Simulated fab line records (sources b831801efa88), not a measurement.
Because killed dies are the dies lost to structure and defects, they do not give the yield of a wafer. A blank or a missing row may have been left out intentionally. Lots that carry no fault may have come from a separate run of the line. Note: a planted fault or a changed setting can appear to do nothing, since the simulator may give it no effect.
What tool caused it? :: flow gf180mcu :: 18 wafers from 6 lots sampled at 3 of the route's 602 steps

## WHAT THE GAUGES READ, wafer by wafer
GF_TOP_METAL_CD_MEAS_14: target cd 440 nm.
lot: L663
measured: day 29 04:29
on: cd sem-02
cd nm (nm): 442.9 443.5 443.8

lot: L665
measured: day 29 18:43
on: cd sem-02
cd nm (nm): 443.9 442.4 442.2

lot: L667
measured: day 30 06:51
on: cd sem-02
cd nm (nm): 439.4 440.1 440.1

lot: L669
measured: day 31 00:46
on: cd sem-01
cd nm (nm): 440.5 439.6 439.1

lot: L677
measured: day 33 00:29
on: cd sem-01
cd nm (nm): 441.3 441.8 440.5

lot: L682
measured: day 34 07:35
on: cd sem-02
cd nm (nm): 439.5 439.5 439.0

## WHAT TOOL EACH LOT RAN ON (gives the tool, then ch and the chambers of the sampled wafers, and finally the start)
lot: L663
GF_NSD_STRIP_11: plasma asher-01 ch 0,1, day 14 05:41
GF_TOP_METAL_SPUTTER_03: pvd sputter-01, day 28 08:46

lot: L665
GF_NSD_STRIP_11: plasma asher-01 ch 0,1, day 14 19:46
GF_TOP_METAL_SPUTTER_03: pvd sputter-03, day 28 23:04

lot: L667
GF_NSD_STRIP_11: plasma asher-04 ch 0,1, day 15 12:45
GF_TOP_METAL_SPUTTER_03: pvd sputter-02, day 29 11:26

lot: L669
GF_NSD_STRIP_11: plasma asher-01 ch 0,1, day 16 08:23
GF_TOP_METAL_SPUTTER_03: pvd sputter-02, day 30 05:36

lot: L677
GF_NSD_STRIP_11: plasma asher-04 ch 0, day 19 01:04
GF_TOP_METAL_SPUTTER_03: pvd sputter-03, day 32 07:23

lot: L682
GF_NSD_STRIP_11: plasma asher-03 ch 0,1, day 20 23:53
GF_TOP_METAL_SPUTTER_03: pvd sputter-03, day 33 16:27
- GF_NSD_STRIP_11: strips in O2/N2.
- GF_TOP_METAL_SPUTTER_03: material Ti, target thk 5 nm, time 3.3 s.

## THE ANSWER, worked out from the rows above alone
Rule: usual is defined by the lots themselves. The widest of any qualifying gaps counts: lots, ordered by their means at a reading, are off when they make up no more than a third of the lots, leave a main group of 4 or more, and stand apart from it by 3 or more times the standard deviation of that group's means. A main group whose means are all the same, to the digits that the tables above print for the reading, isn't used. Also off: a lot with no number at a reading for which 4 or more lots have one. The other lots that the step has rows for count as sound.
Nothing can be told from this: no lot is off at any reading shown.

## WHAT THE SIMULATOR PUT IN
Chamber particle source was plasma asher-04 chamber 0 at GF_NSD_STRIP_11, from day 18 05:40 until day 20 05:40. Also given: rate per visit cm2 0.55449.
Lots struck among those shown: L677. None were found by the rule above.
